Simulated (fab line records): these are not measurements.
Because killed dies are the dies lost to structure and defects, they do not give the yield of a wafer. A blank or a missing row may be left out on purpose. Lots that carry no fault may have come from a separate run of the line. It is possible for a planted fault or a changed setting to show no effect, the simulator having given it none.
Chamber matching    flow sky130    SKY_VIA3_ETCH_15 on rie_diel-01: 4 sister chambers
The step etches SiO2 in C4F8/O2/Ar, stops on TiN, target depth 507 nm, time 78 s. 8 wafers are shown with their chamber, then 11 later ones without.

## EACH WAFER AND ITS CHAMBER
wafer   chamber  oes_product_au (a.u.)
L077.6  1        0.930
L088.1  1        0.945
L088.2  0        0.943
L088.4  2        0.940
L089.2  2        0.942
L089.4  0        0.937
L089.5  3        0.938
L092.1  3        0.932

## WAFERS WHOSE CHAMBER IS MISSING
wafer   oes_product_au (a.u.)
L092.5  0.930
L092.6  0.950
L091.1  0.937
L091.2  0.939
L091.3  0.934
L093.1  0.940
L093.2  0.938
L093.5  0.938
L094.1  0.942
L094.3  0.938
L094.4  0.951

## EACH ONE'S CHAMBER
wafer   from the rows above                in truth
L092.5  can't be placed: 3 or 1 or 0 or 2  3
L092.6  can't be placed: 2 or 0 or 1 or 3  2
L091.1  can't be placed: 1 or 3 or 0 or 2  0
L091.2  can't be placed: 0 or 1 or 2 or 3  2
L091.3  can't be placed: 3 or 1 or 0 or 2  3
L093.1  can't be placed: 0 or 2 or 1 or 3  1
L093.2  can't be placed: 1 or 0 or 3 or 2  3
L093.5  can't be placed: 1 or 0 or 3 or 2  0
L094.1  can't be placed: 2 or 0 or 1 or 3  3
L094.3  can't be placed: 1 or 0 or 3 or 2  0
L094.4  can't be placed: 2 or 0 or 1 or 3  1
0 of 11 placed correctly. From these rows, 11 cannot be placed; in 11 the true chamber is one of the candidates. Number placed wrongly: 0.
How it was worked out, from the rows above alone: a wafer's distance from a chamber is the root of the sum, over the readings, of the square of ((its reading less the chamber's mean) divided by the reading's scatter). The wafer belongs to the nearest chamber; if the next one is less than 2 further off, it can't be placed. For every chamber, the mean is computed from those of its wafers that are shown. How the scatter is found: for the shown wafers, subtract from each reading the mean of its chamber, square and add these, divide the total by (wafers less chambers), then take the root.
